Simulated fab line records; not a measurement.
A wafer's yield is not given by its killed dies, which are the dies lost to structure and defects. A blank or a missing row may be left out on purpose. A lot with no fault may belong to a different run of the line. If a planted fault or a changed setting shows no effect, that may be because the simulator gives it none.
fab line records    flow sky130
record: lots: 14  wafers: 40  last_day: 50
route steps=708 shown SONOS_ONO@182 LDD_P@262 LDD_LDN@296
lots with no fault: from the same line, run without faults
start_h: start of the lot's first displayed wafer, in hours after the record's first day    wait_h: time in hours since the lot's previous step    " the same as in the row above    L1.1+2: several wafers, shown together as one row    - either no value or no given start    * or withheld: withheld    < > ~ a bound
route shown NAME@n: names a module that has steps shown in the file, with the first one's number in the route    usual: the fault-free wafers' mean and standard deviation    same: alike in all rows    chamber/n: place in a boat    sites: readings site by site    _std_site: the values' standard deviation    _edge_site: inner sites' mean taken away from outer sites' mean    radius_mm: how far each site lies from the wafer's centre    mask NAME#n: copy n    behind: the tool/chamber that last shaped the wafer    hold: reason for holding the lot/hours on hold/outcome of the hold    device: the transistor (n, p or np) that didn't switch    end of line: at the end of the route, the tests of the same wafers    step lacking rows: just its recipe    killed: dies lost to structure and defects at the first sort, not the wafer's yield    map: a wafer's dies, marking killed ones x, the rest . and places with no die _
set.NAME: the run value of the setting; set.NAME@STEP: its run value at that earlier step    model.NAME: the simulator's own value behind a step, which no gauge read
a sample of lots followed through the steps of the route, with each step as a table and each wafer as a row
services: from which hour (start_h, from the record's first day; less than 0 if before it) a tool's chamber was out of use, for how many hours, and why
== steps ==
step: SKY_SONOS_ONO_OVL_MEAS_14
usual: SONOS_ONO_OVL: -0.5/1.3
lot.wafer  tool        chamber  start_h  wait_h  SONOS_ONO_OVL[nm]
L493.1     overlay-01  -        276.66   0.1     -1.0
L493.4     "           -        "        "       0.7
L493.6     "           -        "        "       -0.4
L494.3     overlay-02  -        286.67   0.1     -3.5
L494.5     "           -        "        "       -2.0
L494.6     "           -        "        "       -1.2
L495.1     overlay-01  -        294.89   0.1     -2.9
L495.2     "           -        "        "       -3.6
L495.4     "           -        "        "       -3.4
L496.1     overlay-02  -        300.80   0.1     -1.1
L496.4     "           -        "        "       -0.2
L496.5     "           -        "        "       -0.7
L497.1     overlay-02  -        312.70   0.1     0.5
L497.2     "           -        "        "       0.1
L497.6     "           -        "        "       1.9
L498.1     overlay-01  -        320.70   0.1     1.2
L498.3     "           -        "        "       -0.7
L498.4     "           -        "        "       0.8
L499.1     overlay-01  -        326.94   0.1     -2.1
L499.5     "           -        "        "       -1.7
L499.6     "           -        "        "       -3.0
L504.1     overlay-02  -        369.69   0.1     -2.6
L504.2     "           -        "        "       -0.4
L504.4     "           -        "        "       -0.4
L505.2     overlay-02  -        375.05   0.1     -2.1
L505.3     "           -        "        "       0.6
L506.1     overlay-02  -        386.90   0.1     -0.2
L506.2     "           -        "        "       0.1
L511.1     overlay-01  -        429.09   0.1     2.1
L511.5     "           -        "        "       1.5
L511.6     "           -        "        "       1.3
L514.2     overlay-02  -        452.14   0.1     -1.4
L514.3     "           -        "        "       0.8
L514.4     "           -        "        "       0.6
L515.3     overlay-02  -        459.85   0.1     0.8
L515.4     "           -        "        "       0.7
L515.5     "           -        "        "       0.3
L516.2     overlay-01  -        469.61   0.1     -0.3
L516.3     "           -        "        "       -1.6
L516.6     "           -        "        "       0.4
step: SKY_LDD_P_CD_MEAS_07
recipe: target_cd_nm: 380
usual: cd_nm: 380.1/2.8
lot.wafer  tool       chamber  start_h  wait_h  cd_nm
L493.1     cd_sem-01  -        426.87   0.1     379.4
L493.4     "          -        "        "       378.7
L493.6     "          -        "        "       379.5
L494.3     cd_sem-01  -        439.81   0.1     382.3
L494.5     "          -        "        "       382.8
L494.6     "          -        "        "       386.9
L495.1     cd_sem-01  -        452.32   0.1     377.7
L495.2     "          -        "        "       377.8
L495.4     "          -        "        "       379.2
L496.1     cd_sem-02  -        458.97   0.1     384.0
L496.4     "          -        "        "       382.2
L496.5     "          -        "        "       381.3
L497.1     cd_sem-02  -        475.46   0.1     376.7
L497.2     "          -        "        "       376.3
L497.6     "          -        "        "       375.9
L498.1     cd_sem-01  -        481.47   0.1     384.3
L498.3     "          -        "        "       381.5
L498.4     "          -        "        "       382.4
L499.1     cd_sem-02  -        483.07   0.1     380.4
L499.5     "          -        "        "       381.8
L499.6     "          -        "        "       377.8
L504.1     cd_sem-02  -        532.37   0.1     379.2
L504.2     "          -        "        "       377.3
L504.4     "          -        "        "       378.4
L505.2     cd_sem-02  -        542.53   0.1     377.9
L505.3     "          -        "        "       377.1
L506.1     cd_sem-01  -        551.57   0.1     378.6
L506.2     "          -        "        "       380.1
L511.1     cd_sem-02  -        591.66   0.1     377.0
L511.5     "          -        "        "       376.6
L511.6     "          -        "        "       377.7
L514.2     cd_sem-01  -        613.49   0.1     377.6
L514.3     "          -        "        "       376.3
L514.4     "          -        "        "       377.3
L515.3     cd_sem-01  -        620.76   0.1     378.1
L515.4     "          -        "        "       378.7
L515.5     "          -        "        "       380.4
L516.2     cd_sem-02  -        632.23   0.1     377.7
L516.3     "          -        "        "       377.5
L516.6     "          -        "        "       378.6
step: SKY_LDD_P_IMPLANT_09
recipe: species: BF2  energy_kev: 25  dose_cm2: 1e+13  tilt_deg: withheld
usual: beam_energy_keV: 24.998/0.0065
lot.wafer  tool          chamber  start_h  wait_h  beam_energy_keV
L493.1     implanter-02  0        427.03   0.0     24.993
L493.4     "             0        "        "       24.990
L493.6     "             0        "        "       24.999
L494.3     implanter-01  0        439.98   0.1     25.001
L494.5     "             0        "        "       25.001
L494.6     "             0        "        "       25.003
L495.1     implanter-04  0        452.47   0.0     25.006
L495.2     "             0        "        "       24.992
L495.4     "             0        "        "       24.995
L496.1     implanter-04  0        459.13   0.0     25.003
L496.4     "             0        "        "       24.993
L496.5     "             0        "        "       25.000
L497.1     implanter-02  0        475.62   0.0     24.991
L497.2     "             0        "        "       24.992
L497.6     "             0        "        "       25.003
L498.1     implanter-01  0        481.62   0.0     25.004
L498.3     "             0        "        "       25.004
L498.4     "             0        "        "       25.017
L499.1     implanter-02  0        483.22   0.0     24.990
L499.5     "             0        "        "       24.990
L499.6     "             0        "        "       24.993
L504.1     implanter-04  0        532.54   0.0     24.996
L504.2     "             0        "        "       25.002
L504.4     "             0        "        "       24.998
L505.2     implanter-02  0        542.69   0.0     24.986
L505.3     "             0        "        "       24.987
L506.1     implanter-02  0        551.72   0.0     24.993
L506.2     "             0        "        "       24.983
L511.1     implanter-04  0        591.82   0.0     24.994
L511.5     "             0        "        "       25.009
L511.6     "             0        "        "       24.990
L514.2     implanter-01  0        613.65   0.0     24.997
L514.3     "             0        "        "       24.987
L514.4     "             0        "        "       25.002
L515.3     implanter-01  0        620.92   0.1     24.996
L515.4     "             0        "        "       24.996
L515.5     "             0        "        "       24.994
L516.2     implanter-02  0        632.39   0.0     25.013
L516.3     "             0        "        "       25.004
L516.6     "             0        "        "       25.000
step: SKY_LDD_P_TW_MEAS_11
usual: LDD_P_TW: 636/4.5
lot.wafer  tool           chamber  start_h  wait_h  LDD_P_TW
L493.1     film_metro-04  -        427.28   0.1     630
L493.4     "              -        "        "       633
L493.6     "              -        "        "       632
L494.3     film_metro-01  -        440.20   0.1     643
L494.5     "              -        "        "       643
L494.6     "              -        "        "       641
L495.1     film_metro-03  -        452.72   0.1     635
L495.2     "              -        "        "       635
L495.4     "              -        "        "       635
L496.1     film_metro-03  -        459.38   0.1     636
L496.4     "              -        "        "       640
L496.5     "              -        "        "       635
L497.1     film_metro-03  -        475.87   0.1     638
L497.2     "              -        "        "       637
L497.6     "              -        "        "       639
L498.1     film_metro-01  -        481.87   0.1     640
L498.3     "              -        "        "       639
L498.4     "              -        "        "       641
L499.1     film_metro-01  -        483.47   0.1     635
L499.5     "              -        "        "       638
L499.6     "              -        "        "       640
L504.1     film_metro-04  -        532.79   0.1     632
L504.2     "              -        "        "       638
L504.4     "              -        "        "       636
L505.2     film_metro-01  -        542.93   0.1     598
L505.3     "              -        "        "       643
L506.1     film_metro-01  -        551.97   0.1     640
L506.2     "              -        "        "       598
L511.1     film_metro-03  -        592.07   0.1     630
L511.5     "              -        "        "       627
L511.6     "              -        "        "       629
L514.2     film_metro-03  -        613.88   0.1     637
L514.3     "              -        "        "       633
L514.4     "              -        "        "       636
L515.3     film_metro-03  -        621.14   0.1     634
L515.4     "              -        "        "       633
L515.5     "              -        "        "       633
L516.2     film_metro-03  -        632.63   0.1     630
L516.3     "              -        "        "       630
L516.6     "              -        "        "       627
step: SKY_LDD_LDN_OVL_MEAS_07
usual: LDD_LDN_OVL: 0.5/1.3
lot.wafer  tool        chamber  start_h  wait_h  LDD_LDN_OVL[nm]
L493.1     overlay-02  -        520.22   0.1     3.0
L493.4     "           -        "        "       1.8
L493.6     "           -        "        "       4.3
L494.3     overlay-02  -        532.68   0.1     -0.4
L494.5     "           -        "        "       0.7
L494.6     "           -        "        "       -1.0
L495.1     overlay-02  -        545.17   0.1     -0.7
L495.2     "           -        "        "       -0.5
L495.4     "           -        "        "       -0.8
L496.1     overlay-02  -        551.87   0.1     -0.9
L496.4     "           -        "        "       0.3
L496.5     "           -        "        "       2.1
L497.1     overlay-01  -        566.77   0.1     1.1
L497.2     "           -        "        "       2.8
L497.6     "           -        "        "       0.9
L498.1     overlay-01  -        572.68   0.1     1.3
L498.3     "           -        "        "       0.6
L498.4     "           -        "        "       0.8
L499.1     overlay-02  -        574.48   0.1     0.8
L499.5     "           -        "        "       1.0
L499.6     "           -        "        "       2.7
L504.1     overlay-02  -        621.88   0.1     3.0
L504.2     "           -        "        "       2.7
L504.4     "           -        "        "       2.2
L505.2     overlay-01  -        631.32   0.1     0.7
L505.3     "           -        "        "       1.5
L506.1     overlay-01  -        638.62   0.1     -2.3
L506.2     "           -        "        "       -0.7
L511.1     overlay-01  -        677.67   0.1     -0.7
L511.5     "           -        "        "       -1.3
L511.6     "           -        "        "       -0.1
L514.2     overlay-01  -        696.78   0.1     -1.1
L514.3     "           -        "        "       1.1
L514.4     "           -        "        "       0.2
L515.3     overlay-01  -        706.55   0.1     0.6
L515.4     "           -        "        "       0.9
L515.5     "           -        "        "       0.3
L516.2     overlay-01  -        717.17   0.1     1.1
L516.3     "           -        "        "       -0.2
L516.6     "           -        "        "       -0.3
== services ==
tool          chamber  start_h  hours  kind
implanter-02  -        403.15   2.8    repair
implanter-02  -        404.96   1.2    repair
implanter-04  -        429.36   5.8    repair
implanter-04  -        488.80   3.0    repair
implanter-04  -        491.83   3.5    pm
implanter-04  -        556.13   16.3   repair
implanter-02  -        569.95   3.3    pm
implanter-01  -        595.62   6.2    repair
implanter-02  -        602.05   3.6    repair
implanter-04  -        627.97   10.3   pm
== key ==
first_sign: step: SKY_LDD_P_TW_MEAS_11  reading: LDD_P_TW  direction: down  sigmas: 8.4  usual: 636  struck: 598
effect none on later readings
met_at SKY_LDD_P_IMPLANT_09
struck_lots L505,L506
struck_wafers L505.2,L506.2
tester_left_out L505,L506
not_acting_at SKY_SONOS_ONO_OVL_MEAS_14,SKY_LDD_P_CD_MEAS_07,SKY_LDD_LDN_OVL_MEAS_07
onset_between 483.22 542.69
fault: kind: process_parameter_drift  tool: implanter-02  chamber: -  onset_h: 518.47  steps: SKY_LDD_P_IMPLANT_09  channel: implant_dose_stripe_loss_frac  offset: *  shape: step  end_h: 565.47  scope: struck_wafers_only
tester_left_out: of these lots the tester's yield and bins aren't shown, on N5 and GAA mostly nor the transistor test; their killed dies are dies lost to structure and defects alone, not to doping, threshold or leakage, so they don't give the yield
